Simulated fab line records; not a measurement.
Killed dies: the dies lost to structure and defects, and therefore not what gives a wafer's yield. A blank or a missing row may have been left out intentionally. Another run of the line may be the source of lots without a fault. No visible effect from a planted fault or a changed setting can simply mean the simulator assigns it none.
Problem report in the 8D (eight disciplines) form, filled by code | flow sfq line | the parts of the form that need people (team, actions taken, sign-off) are left out

== 1. WHAT WENT WRONG ==
M4_NB_RS at SFQ_M4_RS_MEAS_924 reads a mean of 0.673 ohm/sq on 1 wafer of 1 lot; wafers without a fault read 0.891 ohm/sq with a standard deviation of 0.012. Measured from the usual mean, that is -18 standard deviations.
The step: measures by four-point-probe.
First observed at day 54 14:54: wafer L380.3, on film metro-04. The record has a number at this step for 39 wafers belonging to 13 lots. Rule for "out" (also "out of limits"): further than 4 standard deviations from the usual mean. All remaining wafers that have a number are taken as sound.

== 2. WHAT THIS IS AND IS NOT ==
question                    | is                | is not
which readings at this step | M4_NB_RS          | -
which lots                  | L380              | L365, L367, L368, L369, L370, L371, L372, L376, L383, L385, L387, L388
which wafers of those lots  | L380.3            | L380.1, L380.6
read on which gauges        | film metro-04     | film metro-03
when                        | from day 54 14:54 | up to then (26 sound wafers); but 12 sound wafers of L383, L385, L387, L388 came after

== 3. SUSPECTS, AND WHAT RULES EACH OUT ==
Counting: any tool at a process step up to the reading remains a suspect provided it ran every lot that is out. Sound lots after the first of them don't rule it out here, since some wafers of a struck lot are sound.
- the gauge at SFQ_M4_RS_MEAS_924 has been ruled out. All the wafers that are out were read on film metro-04, but those of them that SFQ_TRILAYER_M4_DEP_SPUTTER_091 has rows for are out there too, on other tools.
- pvd sputter-04 at SFQ_TRILAYER_M4_DEP_SPUTTER_091 (material Nb, target thk 200 nm, time 133.3 s): kept. L380, the lot that is out, went through it at day 54 14:49; up to then, the latest sound lot through it was L372 at day 52 13:37. Its own readings are out on those wafers: cathode dc power W.
Left after counting: pvd sputter-04 at SFQ_TRILAYER_M4_DEP_SPUTTER_091.

== 4. THE CAUSE (what the simulator had put in) ==
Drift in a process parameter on pvd sputter-04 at SFQ_TRILAYER_M4_DEP_SPUTTER_091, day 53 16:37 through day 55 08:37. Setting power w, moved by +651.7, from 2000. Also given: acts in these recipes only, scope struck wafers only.
The count eliminated every tool but this one.

== 5. THE EFFECT CHAIN, in route order ==
One row per reading whose mean, taken over the struck wafers that have a number, lies over 3 standard deviations from the usual. Only readings whose record carries a usual standard deviation are examined. hours: median over the lots of the time between each lot's start at the first step of this table that gives one and its start at this step. sigmas: the change, counted in usual standard deviations.
hours | step                                | reading            | usual        | on struck wafers | change | sigmas
0     | SFQ_TRILAYER_M4_DEP_SPUTTER_091     | cathode dc power W | 2000.0 W     | 2652.2           | +652.2 | +99 or more
0     | SFQ_M4_RS_MEAS_924                  | M4_NB_RS           | 0.891 ohm/sq | 0.673            | -0.218 | -18
3     | SFQ_TRILAYER_M4_ETCH_METAL_ETCH_096 | oes product au     | 0.894 a.u.   | 1.002            | +0.108 | +13
Here are the process steps it includes:
- SFQ_TRILAYER_M4_DEP_SPUTTER_091: material Nb, target thk 200 nm, time 133.3 s.
- SFQ_TRILAYER_M4_ETCH_METAL_ETCH_096: etches Nb in Cl2/Ar, stops on SiO2, target depth 240 nm, time 120 s.

== 6. HOW IT WOULD HAVE BEEN CAUGHT EARLIER ==
22 hours passed between the start of the fault at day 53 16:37 and the first reading out of limits at a measuring or inspecting step in this record, taken at day 54 14:54.
At SFQ_TRILAYER_M4_DEP_SPUTTER_091, the tool's own readings (cathode dc power W) were out on each struck wafer the step has a row for, so an alarm limit on them would have fired on the first such wafer.
Lots out: 1; all had begun SFQ_TRILAYER_M4_DEP_SPUTTER_091 on pvd sputter-04 by day 54 14:54. Had the tool been put on hold then, not one of them would have been saved.
